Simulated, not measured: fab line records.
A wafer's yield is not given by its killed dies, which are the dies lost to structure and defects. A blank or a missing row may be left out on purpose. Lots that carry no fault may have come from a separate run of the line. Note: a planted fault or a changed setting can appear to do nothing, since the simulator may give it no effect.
Problem report in the 8D (eight disciplines) form, filled by code ; flow sky130 ; the parts of the form that need people (team, actions taken, sign-off) are left out

1. THE PROBLEM
Wafers free of any fault read 68.53 ohm/sq (standard deviation 0.15) for SD_N_RS at SKY_SD_N_RS_MEAS_16, against a mean of 64.81 ohm/sq on 6 wafers of 2 lots. Relative to the usual mean, that is a shift of -25 standard deviations.
The step: measures by four-point-probe.
Seen first at day 30 03:55 on film metro-01, wafer L862.2. Wafers with a number at this step in the record: 33, from 11 lots. By rule, "out" or "out of limits" means more than 4 standard deviations away from the usual mean. The rest of the wafers with a number are treated as sound.

2. WHAT IT IS AND WHAT IT IS NOT
question;is;is not
which readings at this step;SD_N_RS;-
which lots;L862, L865;L855, L857, L868, L869, L870, L871, L874, L875, L877
which wafers of those lots;all that have a number;-
read on which gauges;film metro-01, film metro-03;film metro-04
when;from day 30 03:55;"up to then (6 sound wafers); but 21 sound wafers of L868, L869, L870, L871, L874, L875, L877 came after"

3. SUSPECTS, AND WHAT RULES EACH OUT
Counting: a tool stays on the suspect list if, at a process step up to the reading, it processed all lots that are out and no sound lot following the first of them.
- the gauge at SKY_SD_N_RS_MEAS_16 has been ruled out. The wafers that are out were read on 2 gauges (film metro-01, film metro-03).
- implanter-03 at SKY_SD_N_IMPLANT_09: ruled out as a lasting fault. Following L862 (day 30 03:14), the first lot on it that is out, the sound lots L870, L874, L875, L877 were run on it.
Left after counting: nothing in the record.

4. THE CAUSE (what the simulator had put in)
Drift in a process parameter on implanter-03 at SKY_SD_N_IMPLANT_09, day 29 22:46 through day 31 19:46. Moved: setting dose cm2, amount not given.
Counting ruled it out, wrongly: the rule takes a fault to strike every lot that its tool runs from its start on, and this one did not.

5. THE CHAIN OF EFFECTS, in route order
Rows list readings where the struck wafers' mean (over those with a number) sits beyond 3 standard deviations from the usual. Readings are gone through only where the record gives a usual standard deviation; hours: the median, over the lots, of the time from a lot's start at the first step in this table giving one to that lot's start at this step; sigmas: the change measured in usual standard deviations.
hours;step;reading;usual;on struck wafers;change;sigmas
0;SKY_SD_N_IMPLANT_09;beam on s;16.2 s;24.5;+8.3;+4.1
0;SKY_SD_N_IMPLANT_09;dose ions cm2;4e+15;7e+15;+3e+15;+99 or more
0;SKY_SD_N_STRIP_11;strip time to endpoint s;22.56 s;23.66;+1.10;+26
1;SKY_SD_N_RS_MEAS_16;SD_N_RS;68.53 ohm/sq;64.81;-3.72;-25
Its process steps:
- SKY_SD_N_IMPLANT_09
- SKY_SD_N_STRIP_11: strips in O2/N2.

6. WHAT WOULD HAVE CAUGHT IT SOONER
In this record the first reading out of limits at a measuring or inspecting step was taken at day 30 03:55, 5 hours after the fault began at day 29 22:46.
Tool's own readings at SKY_SD_N_IMPLANT_09, dose ions cm2: out on all struck wafers the step has rows for; an alarm limit on them would have tripped on the first.
